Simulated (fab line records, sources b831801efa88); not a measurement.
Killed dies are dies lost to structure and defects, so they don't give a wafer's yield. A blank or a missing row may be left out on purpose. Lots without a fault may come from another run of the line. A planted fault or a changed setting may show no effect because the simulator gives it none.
Which tool did it? | flow gf180mcu | 6 lots, 18 wafers sampled, at 2 steps of a route of 602

WHAT THE GAUGES READ, wafer by wafer
GF_HV_LDD_TW_MEAS_23.
lot  | measured     | on            | HV_LDD_2_TW
L629 | day 11 16:49 | film_metro-01 | 1045 1045 1043
L631 | day 12 07:51 | film_metro-03 | 1057 1060 1055
L633 | day 12 19:48 | film_metro-03 | 1059 1054 1055
L642 | day 16 02:08 | film_metro-01 | 1302 1300 1309
L645 | day 16 18:20 | film_metro-04 | 1055 1053 1059
L647 | day 17 12:20 | film_metro-01 | 1034 1043 1048

WHICH TOOL RAN EACH LOT (tool, then ch and the chambers of the sampled wafers, then the start)
lot  | GF_HV_LDD_IMPLANT_21
L629 | implanter-01 ch 0, day 11 16:35
L631 | implanter-01 ch 0, day 12 07:37
L633 | implanter-01 ch 0, day 12 19:34
L642 | implanter-01 ch 0, day 16 01:35
L645 | implanter-01 ch 0, day 16 18:05
L647 | implanter-01 ch 0, day 17 12:05
- GF_HV_LDD_IMPLANT_21

THE ANSWER, worked out from the rows above alone
Rule: what is usual is taken from the lots themselves. Put in order of their means at a reading, lots are off if they are a third of the lots or fewer, leave a main group of 4 or more, and stand apart from it by a gap of 3 or more times the standard deviation of the main group's means; of several such gaps the widest counts. A main group whose means are all the same, to the digits that the tables above print for the reading, isn't used. A lot without any number at a reading at which 4 lots or more have one is off too. The other lots that the step has rows for count as sound.
Off: L642, at GF_HV_LDD_TW_MEAS_23 (HV_LDD_2_TW). The main group: mean 1051, standard deviation 6.6.
A tool fits if, at a process step before that reading, it ran every lot that is off, and no sound lot after the first of them. The gauges at GF_HV_LDD_TW_MEAS_23 are tried like those tools. None of those tried fits.

WHAT THE SIMULATOR HAD PUT IN
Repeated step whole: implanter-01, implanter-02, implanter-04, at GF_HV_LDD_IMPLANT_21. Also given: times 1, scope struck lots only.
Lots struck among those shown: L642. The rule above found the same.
